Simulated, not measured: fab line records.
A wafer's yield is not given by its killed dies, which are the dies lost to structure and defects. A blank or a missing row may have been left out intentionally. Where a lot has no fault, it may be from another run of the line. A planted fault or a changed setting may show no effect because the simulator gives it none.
Matching of chambers + flow sky130 + cmp-02 running SKY_VIA1_CMP_24: 4 sister chambers
The step polishes, stops on SiO2, t overpolish 15 s, target thk 0 nm. 14 wafers are shown with their chamber, then 6 later ones without.

== EACH WAFER AND ITS CHAMBER ==
| wafer  | chamber | motorCurrentA (A) | timeToEndpointS (s) | overpolishRunS (s) |
|--------|---------|-------------------|---------------------|--------------------|
| L741.1 | 3       | 11.7              | 68                  | 14.991             |
| L741.2 | 2       | 10.8              | 73                  | 15.001             |
| L741.3 | 0       | 10.1              | 66                  | 15.013             |
| L742.1 | 2       | 10.8              | 69                  | 14.993             |
| L742.3 | 0       | 10.2              | 65                  | 14.996             |
| L742.4 | 1       | 10.8              | 67                  | 15.011             |
| L745.4 | 0       | 10.2              | 65                  | 15.001             |
| L749.4 | 1       | 10.9              | 71                  | 15.012             |
| L749.5 | 3       | 11.2              | 68                  | 15.011             |
| L750.4 | 2       | 10.9              | 72                  | 15.016             |
| L750.6 | 3       | 11.5              | 67                  | 14.992             |
| L756.1 | 2       | 10.5              | 67                  | 14.991             |
| L756.2 | 1       | 10.7              | 65                  | 14.993             |
| L756.4 | 0       | 10.3              | 66                  | 14.985             |

SIGNATURES (averages over the wafers above)
| reading         | chamber 0 | chamber 1 | chamber 2 | chamber 3 | scatter within a chamber |
|-----------------|-----------|-----------|-----------|-----------|--------------------------|
| motorCurrentA   | 10.200    | 10.800    | 10.750    | 11.467    | 0.16                     |
| timeToEndpointS | 65.50     | 67.67     | 70.25     | 67.67     | 2.08                     |
| overpolishRunS  | 14.99875  | 15.00533  | 15.00025  | 14.99800  | 0.0113                   |
Rule: a wafer's distance from a chamber is the root of the sum, over the readings, of the square of ((its reading less the chamber's mean) divided by the reading's scatter). The wafer belongs to the nearest chamber; if the next one is less than 2 further off, it can't be placed. The scatter is the square root of a quotient: the sum, over the shown wafers, of each reading's squared deviation from its chamber's mean, divided by wafers minus chambers.

== WAFERS WITH NO CHAMBER GIVEN ==
| wafer  | motorCurrentA (A) | timeToEndpointS (s) | overpolishRunS (s) |
|--------|-------------------|---------------------|--------------------|
| L758.1 | 11.5              | 62                  | 14.992             |
| L758.5 | 10.6              | 67                  | 14.983             |
| L758.6 | 10.1              | 63                  | 14.998             |
| L760.2 | 10.6              | 69                  | 15.009             |
| L760.3 | 11.3              | 66                  | 15.005             |
| L760.6 | 10.8              | 71                  | 15.013             |

== WHICH CHAMBER EACH ONE RAN IN ==
| wafer  | from the rows above          | in truth |
|--------|------------------------------|----------|
| L758.1 | 3                            | 3        |
| L758.5 | can't be placed: 1 or 2 or 0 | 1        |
| L758.6 | 0                            | 0        |
| L760.2 | can't be placed: 2 or 1 or 0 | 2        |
| L760.3 | can't be placed: 3 or 1      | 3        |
| L760.6 | can't be placed: 2 or 1      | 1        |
Placed correctly: 2 of 6. Not placeable from these rows: 4 (in 4, the candidates include the true chamber). 0 placed wrongly.
